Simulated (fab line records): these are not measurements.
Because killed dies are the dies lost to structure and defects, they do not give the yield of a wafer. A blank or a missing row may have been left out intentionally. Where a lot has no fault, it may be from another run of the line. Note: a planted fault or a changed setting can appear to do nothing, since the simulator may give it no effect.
Chamber matching    flow gf180mcu    4 sister chambers for GF_CONTACT_ETCH_17 on rie-diel-02
The step etches SiO2 in C4F8/O2/Ar, stops on CoSi2, target depth 860 nm. 4 wafers are shown with their chamber, then 7 later ones without.

== WAFERS WITH THEIR CHAMBER ==
wafer   chamber  oes-product-au (a.u.)
L655.3  1        0.819
L662.4  3        0.808
L664.1  0        0.817
L664.3  2        0.810

== WAFERS WITH NO CHAMBER GIVEN ==
wafer   oes-product-au (a.u.)
L664.4  0.818
L669.1  0.809
L669.3  0.808
L669.5  0.817
L671.1  0.811
L671.2  0.815
L671.4  0.813

== WHICH CHAMBER EACH ONE RAN IN ==
wafer   from the rows above                in truth
L664.4  can't be placed: 0 or 1            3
L669.1  can't be placed: 2 or 3            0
L669.3  can't be placed: 3 or 2            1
L669.5  can't be placed: 0 or 1            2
L671.1  can't be placed: 2 or 3            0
L671.2  can't be placed: 0 or 1 or 2       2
L671.4  can't be placed: 2 or 0 or 3 or 1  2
0 of 7 placed correctly. These rows do not allow placing 7 (true chamber among the candidates in 2). Wrongly placed: 0.
How it was worked out, from the rows above alone: a wafer's distance from a chamber is the root of the sum, over the readings, of the square of ((its reading less the chamber's mean) divided by the reading's scatter). If the next closest chamber is less than 2 further off than the closest, the wafer can't be placed; otherwise it belongs to the closest. A chamber's mean is the mean of its shown wafers. The scatter (one wafer shown for each chamber): square how far every hidden wafer sits from the nearest shown wafer, average those squares and take the square root.
